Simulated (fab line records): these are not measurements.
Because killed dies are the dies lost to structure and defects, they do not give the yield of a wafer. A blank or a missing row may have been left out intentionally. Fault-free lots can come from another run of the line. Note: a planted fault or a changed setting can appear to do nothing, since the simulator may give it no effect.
A struck lot beside a sound one	flow sky130	15 out of 708 route steps
Sound: wafers L457.2, L457.3, L457.5. Struck: wafer L447.4 (left out: L447.2, L447.5 of the same lot, which were not struck); the cause appears at the end.
Order at every step that has rows: each side's tool, ch and its chambers, its first start. Under that, the readings that differ: sound wafers	struck wafers	difference of the means	sigmas: that difference in standard deviations of wafers without a fault.
alike: readings whose means differ by less than 2 such deviations, and words and numbers that are the same on both sides. not compared: withheld readings, readings that some wafer has no value for, bounds like >300 that may hide the same value, and numbers for which the record gives no deviation and whose values overlap.
Wherever a step has rows on one side only, a row that says differs or no value, or a row with sigmas, the two part there. Numbers that have no deviation but don't overlap get no sigmas and don't part them. A reading that every wafer of one side lacks parts them only if that side has two wafers or more.

first, 8 steps without rows for these wafers: SKY_FIELD_ISO_DEHYDRATE_05 (time 60 s); SKY_FIELD_ISO_HMDS_06 (prime time 60 s); SKY_FIELD_ISO_COAT_07 (resist thk 60 nm); SKY_FIELD_ISO_COAT_08 (resist thk 450 nm); SKY_FIELD_ISO_SOFTBAKE_09 (time 90 s); SKY_FIELD_ISO_EXPOSE_10 (exposes mask FOM, target cd 150 nm); SKY_FIELD_ISO_PEB_11; SKY_FIELD_ISO_DEVELOP_12 (develop time 60 s).
SKY_FIELD_ISO_CD_MEAS_13 targets a cd of 150 nm.
  struck on cd-sem-02, day 4 08:25; sound on cd-sem-01, day 6 11:46
  alike: cd-nm
SKY_FIELD_ISO_ETCH_14: etches BARC in N2/H2, stops on SiO2, time 45.9 s, target depth 60 nm.
  sound on rie-diel-01 ch 1,3, day 6 11:52; struck on rie-diel-02 ch 1, day 4 08:31
reading	sound	struck	difference	sigmas
oes-product-au (a.u.)	0.861 0.859 0.863	0.850	-0.011	-2
  alike: drypump-motor-current-A, n2-flow-sccm, run-length-s, throttle-valve-pct
  not compared: rf-hours-counter-h
SKY_FIELD_ISO_ETCH_15: etches the open film in CHF3/O2, stops on Si, target depth 180 nm, time 72 s.
  sound on rie-diel-01 ch 1,3, day 6 11:54; struck on rie-diel-02 ch 1, day 4 08:33
reading	sound	struck	difference	sigmas
drypump-motor-current-A (A)	5.4 5.7 5.4	6.2	+0.7	+2
  alike: oes-product-au, run-length-s, throttle-valve-pct
  not compared: rf-hours-counter-h
SKY_FIELD_ISO_STRIP_16: strips in O2/N2.
  sound on plasma-asher-01 ch 0,1, day 6 11:58; struck on plasma-asher-04 ch 0, day 4 08:37
reading	sound	struck	difference	sigmas
oes-product-au (a.u.)	0.381 0.382 0.369	0.365	-0.012	-3
  alike: drypump-motor-current-A, n2-flow-sccm, strip-time-to-endpoint-s
  not compared: rf-hours-counter-h
SKY_FIELD_ISO_ETCH_17: etches Si in HBr/Cl2/O2, target depth 342 nm, time 97.7 s.
  sound on rie-si-01 ch 0,1, day 6 12:04; struck on rie-si-02 ch 1, day 4 08:43
reading	sound	struck	difference	sigmas
run-length-s (s)	125.8 125.9 125.3	133.9	+8.2	+20
throttle-valve-pct (%)	25.636 25.657 25.631	25.670	+0.029	+2
model.FIELD_ISO.feature-depth-nm (nm)	356.7 345.5 349.9	370.1	+19.4	
model.etch.depth-nm (nm)	356.7 345.5 349.9	370.1	+19.4	
  alike: drypump-motor-current-A, oes-product-au
  not compared: rf-hours-counter-h
then, 1 step without rows for these wafers: SKY_FIELD_ISO_WET_ETCH_18 (etches Si3N4 in H3PO4, target depth 25 nm, time 286 s).
-- a jump in the record: the struck wafers' starts before and after are 44 days apart (it breaks off in module FIELD_ISO and resumes in module PAD_OPEN, where the first step shown is number 708 of the route) --
SKY_PAD_OPEN_PROBE_99:
  struck on prober-02, day 48 14:28; sound on prober-01, day 50 05:51
reading	sound	struck	difference	sigmas
model.etest.res_p_drift_20v.line-ohm-um	1.087e+04 1.034e+04 1.055e+04	1.407e+04	+3.483e+03	
model.etest.res_p_drift_20v.rs-ohm-sq	9200 8714 8807	1.187e+04	+2.963e+03	
model.etest.pfet_16v.r-on-ohm-um	1.572e+04 1.513e+04 1.543e+04	1.649e+04	+1.063e+03	
model.etest.res-iso-pwell.rs-ohm-sq	3427 3119 3221	3786	+530	
model.etest.res-iso-pwell.line-ohm-um	1304 1181 1221	1456	+221	
model.etest.res-nwell.line-ohm-um	1145 1109 1117	1237	+113	
model.etest.res-nwell.rs-ohm-sq	964.3 931 947.4	1053	+105	
model.etest.pfet_16v.drive-ua-um	239.4 244.3 243.4	228.3	-14.1	
  alike: killed_at_M0_to_M3, killed_at_M4_up, killed-at-contacts, killed-at-front-end, killed-at-other, killed-dies, killed-open, killed-short

== WHERE THEY PART ==
First at SKY_FIELD_ISO_ETCH_14; last, within this record, at SKY_FIELD_ISO_ETCH_17. Later steps at which nothing parts them and some readings are alike: SKY_PAD_OPEN_PROBE_99.

WHY: what had been put in by the simulator
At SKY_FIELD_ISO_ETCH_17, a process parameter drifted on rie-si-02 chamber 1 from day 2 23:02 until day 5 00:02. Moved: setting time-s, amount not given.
